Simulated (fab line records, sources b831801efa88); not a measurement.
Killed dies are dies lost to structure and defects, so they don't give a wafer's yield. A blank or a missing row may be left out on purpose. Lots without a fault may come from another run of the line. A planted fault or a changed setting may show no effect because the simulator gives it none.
A struck lot beside a sound one | flow sky130 | 42 steps out of a route of 708
Sound: wafers L932.2, L932.3, L932.6. Struck: wafers L948.2, L948.3, L948.5. The cause comes at the end.
At each step with rows: each side's tool, then ch and its chambers, then its first start. Under that, the readings that differ: sound wafers | struck wafers | difference of the means | sigmas: that difference in standard deviations of wafers without a fault.
alike: readings whose means differ by less than 2 such deviations, and words and numbers that are the same on both sides. not compared: withheld readings, readings that some wafer has no value for, bounds like >300 that may hide the same value, and numbers for which the record gives no deviation and whose values overlap.
The two part at a step that has a row with sigmas, a row that says differs or no value, or rows on one side only. Numbers that don't overlap but have no deviation are shown without sigmas and don't part them. A reading that every wafer of one side lacks parts them only if that side has two wafers or more.

first, 5 steps without rows for these wafers: SKY_GATE_OXIDE_COAT_05 (resist thk 1140 nm); SKY_GATE_OXIDE_SOFTBAKE_06 (time 60 s); SKY_GATE_OXIDE_EXPOSE_07 (exposes mask LVOM, target cd 600 nm); SKY_GATE_OXIDE_PEB_08; SKY_GATE_OXIDE_DEVELOP_09 (develop time 60 s).
SKY_GATE_OXIDE_OVL_MEAS_10:
  sound on overlay-01, day 15 20:49; struck on overlay-01, day 20 17:04
  alike: GATE_OXIDE_OVL
then, 2 steps without rows for these wafers: SKY_GATE_OXIDE_IMPLANT_11; SKY_GATE_OXIDE_WET_ETCH_12 (etches SiO2 in dHF, target depth 16.8 nm, time 336 s).
SKY_GATE_OXIDE_STRIP_13: strips in O2/N2.
  sound on plasma_asher-02 ch 1, day 15 21:05; struck on plasma_asher-04 ch 0,1, day 20 17:20
  alike: drypump_motor_current_A, oes_product_au, strip_time_to_endpoint_s
  not compared: rf_hours_counter_h
SKY_GATE_OXIDE_TW_MEAS_14:
  sound on film_metro-02, day 15 21:12; struck on film_metro-02, day 20 17:27
  alike: GATE_OXIDE_TW
then, 2 steps without rows for these wafers: SKY_GATE_OXIDE_CLEAN_15 (cleans in SC1/SC2, time 150 s); SKY_GATE_OXIDE_OXIDATION_16 (stabilise 600 s, purge 300 s, target thk 3.57 nm).
SKY_POLY_GATE_CVD_00: deposits poly-Si, target thk 180 nm, time 720 s.
  sound on lpcvd-01 ch 1, day 16 00:43; struck on lpcvd-01 ch 0, day 20 19:53
  reading                                       | sound             | struck            | difference | sigmas
  pressure_mtorr (mTorr)                        | 200.2 199.9 199.9 | 100.0 99.7 99.8   | -100.2     | -99 or more
  spike_tc_lower_C (C)                          | 618.8 618.6 619.5 | 622.1 622.1 621.1 | +2.8       | +2
  model.poly-Si_of_POLY_GATE_CVD_00.thk_nm (nm) | 180.3 181.3 180.2 | 130.3 128.1 127.9 | -51.8      |
  alike: zone_power_upper_pct
SKY_POLY_GATE_THK_MEAS_01:
  sound on film_metro-04, day 16 01:56; struck on film_metro-04, day 20 21:06
  reading                   | sound             | struck            | difference | sigmas
  POLY_GATE_CVD_00_THK (nm) | 180.2 181.5 180.1 | 130.4 128.1 127.8 | -51.8      | -43
then, 8 steps without rows for these wafers: SKY_RES_PROTECT_DEHYDRATE_00 (time 60 s); SKY_RES_PROTECT_HMDS_01 (prime time 60 s); SKY_RES_PROTECT_COAT_02 (resist thk 1140 nm); SKY_RES_PROTECT_SOFTBAKE_03 (time 60 s); SKY_RES_PROTECT_EXPOSE_04 (exposes mask RPM, target cd 1270 nm); SKY_RES_PROTECT_PEB_05; SKY_RES_PROTECT_DEVELOP_06 (develop time 57.33 s); SKY_POLY_GATE_IMPLANT_02.
SKY_RES_PROTECT_STRIP_07: strips in O2/N2.
  sound on plasma_asher-01 ch 0,1, day 17 04:44; struck on plasma_asher-04 ch 0,1, day 22 03:50
  alike: drypump_motor_current_A, oes_product_au, strip_time_to_endpoint_s
  not compared: rf_hours_counter_h
SKY_RES_PROTECT_TW_MEAS_08:
  sound on film_metro-03, day 17 04:51; struck on film_metro-02, day 22 03:57
  alike: POLY_GATE_TW
SKY_RES_PROTECT_CLEAN_09: cleans in SC1/SC2, time 150 s.
  sound on wet_bench-04 ch 2, day 17 04:54; struck on wet_bench-03 ch 0, day 22 04:00
  reading                                       | sound             | struck            | difference | sigmas
  model.poly-Si_of_POLY_GATE_CVD_00.thk_nm (nm) | 179.6 180.7 179.6 | 129.7 127.5 127.2 | -51.8      |
then, 1 step without rows for these wafers: SKY_POLY_GATE_CVD_03 (deposits Si3N4 from DCS/NH3, target thk 75 nm, time 1290 s).
SKY_POLY_GATE_THK_MEAS_04:
  sound on film_metro-04, day 17 07:18; struck on film_metro-01, day 22 05:25
  reading                   | sound          | struck         | difference | sigmas
  POLY_GATE_CVD_03_THK (nm) | 75.8 75.8 76.2 | 73.8 73.3 74.2 | -2.2       | -3
then, 8 steps without rows for these wafers: SKY_POLY_GATE_DEHYDRATE_05 (time 60 s); SKY_POLY_GATE_HMDS_06 (prime time 60 s); SKY_POLY_GATE_COAT_07 (resist thk 110 nm); SKY_POLY_GATE_COAT_08 (resist thk 450 nm); SKY_POLY_GATE_SOFTBAKE_09 (time 90 s); SKY_POLY_GATE_EXPOSE_10 (exposes mask P1M, target cd 150 nm); SKY_POLY_GATE_PEB_11; SKY_POLY_GATE_DEVELOP_12 (develop time 60 s).
SKY_POLY_GATE_CD_MEAS_13: target cd 150 nm.
  sound on cd_sem-01, day 18 12:55; struck on cd_sem-01, day 23 11:40
  reading    | sound             | struck            | difference | sigmas
  cd_nm (nm) | 152.3 150.6 152.0 | 147.9 148.2 148.6 | -3.4       | -2
SKY_POLY_GATE_OVL_MEAS_14:
  sound on overlay-02, day 18 13:02; struck on overlay-02, day 23 11:46
  alike: POLY_GATE_OVL
SKY_POLY_GATE_ETCH_15: etches BARC in N2/H2, stops on SiO2, time 118.5 s, target depth 110 nm.
  sound on rie_diel-01 ch 0,2,3, day 18 13:04; struck on rie_diel-01 ch 1,3, day 23 11:48
  alike: bias_w, drypump_motor_current_A, oes_product_au, throttle_valve_pct
  not compared: rf_hours_counter_h
SKY_POLY_GATE_ETCH_16: etches Si3N4 in CH3F/O2, stops on poly-Si, time 147.5 s, target depth 75 nm.
  sound on rie_diel-01 ch 0,2,3, day 18 13:08; struck on rie_diel-01 ch 1,3, day 23 11:53
  alike: bias_w, drypump_motor_current_A, oes_product_au, throttle_valve_pct
  not compared: rf_hours_counter_h
SKY_POLY_GATE_ETCH_17: etches poly-Si in HBr/Cl2, stops on SiO2, target depth 180 nm, time 70.5 s.
  sound on rie_si-01 ch 0,2,3, day 18 13:14; struck on rie_si-01 ch 0,1, day 23 11:59
  reading                               | sound             | struck            | difference | sigmas
  oes_product_au (a.u.)                 | 0.984 0.983 0.988 | 0.795 0.784 0.782 | -0.198     | -28
  model.etch.depth_nm (nm)              | 179.6 177.5 177.6 | 129.7 127.5 127.2 | -50.1      |
  model.POLY_GATE.feature_depth_nm (nm) | 179.6 177.5 177.6 | 129.7 127.5 127.2 | -50.1      |
  alike: bias_w, drypump_motor_current_A, throttle_valve_pct
  not compared: rf_hours_counter_h
SKY_POLY_GATE_STRIP_18: strips in O2/N2.
  sound on plasma_asher-02 ch 1, day 18 13:18; struck on plasma_asher-01 ch 0,1, day 23 12:02
  alike: drypump_motor_current_A, oes_product_au, strip_time_to_endpoint_s
  not compared: rf_hours_counter_h
-- the record jumps here: 27 days lie between the struck wafers' starts before and after (it left off in module POLY_GATE and takes up again in module PAD_OPEN, whose first step shown is number 708 of the route) --
SKY_PAD_OPEN_PROBE_99:
  sound on prober-01, day 47 07:26; struck on prober-01, day 50 03:58
  reading                              | sound             | struck            | difference | sigmas
  killed_short                         | 38 45 53          | 20 47 27          | -14        | -2
  model.etest.res_xhigh_po.line_ohm_um | 5885 6188 6070    | 5390 5611 5602    | -513       |
  model.etest.res_xhigh_po.rs_ohm_sq   | 2067 2180 2144    | 1890 1928 1946    | -209       |
  model.etest.res_high_po.line_ohm_um  | 732.2 745.2 726.8 | 917.2 966.6 951.9 | +210.5     |
  model.etest.res_poly.line_ohm_um     | 518.8 500.5 499.4 | 669 716.9 672.5   | +180       |
  model.etest.tip_sonos.rs_ohm_sq      | 2595 2619 2666    | 2548 2569 2575    | -63        |
  model.etest.res_high_po.rs_ohm_sq    | 254.5 264 261.3   | 323.2 331.1 334   | +69.5      |
  model.etest.licon_high_po.rc_ohm     | 338.9 356.2 352.4 | 309.2 311.6 325.5 | -33.7      |
  model.etest.res_poly.rs_ohm_sq       | 47.41 48.27 48.04 | 62.03 63.39 63.69 | +15.13     |
  alike: killed_at_M0_to_M3, killed_at_M4_up, killed_at_contacts, killed_at_front_end, killed_at_other, killed_dies, killed_on_rim, killed_open

WHERE THEY PART
First at SKY_POLY_GATE_CVD_00; last, within this record, at SKY_PAD_OPEN_PROBE_99.

WHY: what the simulator had put in
Process parameter drift: lpcvd-01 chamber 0, from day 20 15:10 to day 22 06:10, at SKY_POLY_GATE_CVD_00. Setting pressure_mtorr, moved by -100, from 200.
